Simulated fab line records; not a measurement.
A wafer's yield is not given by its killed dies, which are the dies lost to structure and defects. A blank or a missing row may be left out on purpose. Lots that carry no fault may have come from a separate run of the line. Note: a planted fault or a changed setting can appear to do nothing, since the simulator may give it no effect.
Chamber matching / flow gf180mcu / hdpcvd-02 running GF_V3_CVD_00: 3 sister chambers
The step deposits SiO2, target thk 600 nm, time 100 s. 3 wafers are shown with their chamber, then 7 later ones without.

== EACH WAFER AND ITS CHAMBER ==
wafer=L692.3; chamber=0; sih4-flow-sccm (sccm)=59.81
wafer=L693.4; chamber=2; sih4-flow-sccm (sccm)=60.18
wafer=L694.4; chamber=1; sih4-flow-sccm (sccm)=59.76

== WAFERS WITH NO CHAMBER GIVEN ==
wafer=L694.5; sih4-flow-sccm (sccm)=59.89
wafer=L698.1; sih4-flow-sccm (sccm)=59.96
wafer=L698.3; sih4-flow-sccm (sccm)=59.84
wafer=L698.6; sih4-flow-sccm (sccm)=59.97
wafer=L710.2; sih4-flow-sccm (sccm)=60.31
wafer=L710.3; sih4-flow-sccm (sccm)=59.81
wafer=L710.5; sih4-flow-sccm (sccm)=60.11

== WHICH CHAMBER EACH WENT THROUGH ==
wafer=L694.5; from the rows above=can't be placed: 0 or 1 or 2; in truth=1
wafer=L698.1; from the rows above=can't be placed: 0 or 1 or 2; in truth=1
wafer=L698.3; from the rows above=can't be placed: 0 or 1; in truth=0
wafer=L698.6; from the rows above=can't be placed: 0 or 1 or 2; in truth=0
wafer=L710.2; from the rows above=2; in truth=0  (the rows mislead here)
wafer=L710.3; from the rows above=can't be placed: 0 or 1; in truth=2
wafer=L710.5; from the rows above=2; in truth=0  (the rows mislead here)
Correct placement for 0 of the 7. Cannot be placed on the basis of these rows: 5; the candidates contain the true chamber in 4. Placed wrongly: 2.
How it was worked out, from the rows above alone: a wafer's distance from a chamber is the root of the sum, over the readings, of the square of ((its reading less the chamber's mean) divided by the reading's scatter). If the next closest chamber is less than 2 further off than the closest, the wafer can't be placed; otherwise it belongs to the closest. Each chamber's mean is taken over the wafers shown for it. The scatter: with one shown wafer a chamber, the root of the mean of the squares of how far each hidden wafer lies from its nearest shown one.
